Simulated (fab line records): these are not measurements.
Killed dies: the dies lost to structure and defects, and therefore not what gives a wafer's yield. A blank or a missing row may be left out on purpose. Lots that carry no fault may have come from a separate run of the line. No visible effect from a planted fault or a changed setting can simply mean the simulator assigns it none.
Problem report in the 8D (eight disciplines) form, filled by code :: flow sfq line :: the parts of the form that need people (team, actions taken, sign-off) are left out

1. THE ISSUE
At SFQ_TRILAYER_I4_METRO_MEASURE_101, thk nm averages 220.0 nm over 3 wafers from 2 lots, while fault-free wafers read 200.8 nm, standard deviation 0.96. Measured from the usual mean, that is +20 standard deviations.
Earliest sighting: wafer L718.2 on film metro-03 at day 52 02:45. Wafers with a number at this step in the record: 40, from 14 lots. Rule for "out" (also "out of limits"): further than 4 standard deviations from the usual mean. Any other wafer with a number is counted as sound.

2. WHAT IT IS; WHAT IT IS NOT
question: which readings at this step
is: thk nm
is not: -

question: which lots
is: L718, L719
is not: L712, L715, L716, L720, L723, L725, L726, L728, L730, L731, L732, L733

question: which wafers of those lots
is: L718.2, L719.4, L719.6
is not: L718.4, L718.6, L719.2

question: read on which tools
is: film metro-01, film metro-03
is not: film metro-04

question: when
is: from day 52 02:45
is not: up to then (11 sound wafers); but 26 sound wafers of L719, L720, L723, L725, L726, L728, L730, L731, L732, L733 came after

3. WHAT RULES OUT EACH SUSPECT
Counting: any tool at a process step up to the reading remains a suspect provided it ran every lot that is out. Sound lots after the first of them don't rule it out here, since some wafers of a struck lot are sound.
- cmp-02 at SFQ_TRILAYER_I4_CMP_CMP_100 (polishes SiO2): kept. It processed each lot that is out (first: L718, day 51 20:11); up to then, its last sound lot is L715 (day 50 18:18).
- At SFQ_TRILAYER_I4_CMP_CMP_100, inside cmp-02: chamber 2 took the wafers that are out, while their sound lot-mates went through chambers 1, 3.
The count leaves cmp-02 at SFQ_TRILAYER_I4_CMP_CMP_100.

4. THE CAUSE (what the simulator had put in)
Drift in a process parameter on cmp-02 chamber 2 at SFQ_TRILAYER_I4_CMP_CMP_100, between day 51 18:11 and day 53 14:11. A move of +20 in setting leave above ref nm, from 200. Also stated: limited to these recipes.
After counting, this tool was the only one left.

5. THE CHAIN OF EFFECTS, in route order
One row per reading whose mean, taken over the struck wafers that have a number, lies over 3 standard deviations from the usual. Only readings whose record carries a usual standard deviation are examined. hours: median over the lots of the time between each lot's start at the first step of this table that gives one and its start at this step. sigmas: the change, counted in usual standard deviations.
hours: 0
step: SFQ_TRILAYER_I4_METRO_MEASURE_101
reading: thk nm
usual: 200.8 nm
on struck wafers: 220.0
change: +19.2
sigmas: +20

hours: 122
step: SFQ_TRILAYER_I4_VIA_ETCH_VIA_ETCH_106
reading: oes product au
usual: 0.856 a.u.
on struck wafers: 0.901
change: +0.045
sigmas: +8.8
Its process steps:
- SFQ_TRILAYER_I4_METRO_MEASURE_101
- SFQ_TRILAYER_I4_VIA_ETCH_VIA_ETCH_106: etches SiO2 in CHF3, stops on Nb, target depth 260 nm.

6. HOW IT WOULD HAVE BEEN CAUGHT EARLIER
9 hours passed between the start of the fault at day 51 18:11 and the first reading out of limits in this record, taken at day 52 02:45.
No tool reading at SFQ_TRILAYER_I4_CMP_CMP_100 that has a usual standard deviation in the record was out on any struck wafer, so an alarm limit of 4 standard deviations on those readings would not have fired.
Of the lots that are out (2), L719 began SFQ_TRILAYER_I4_CMP_CMP_100 on cmp-02 after day 52 02:45. Had the tool been put on hold then, it would have been spared.
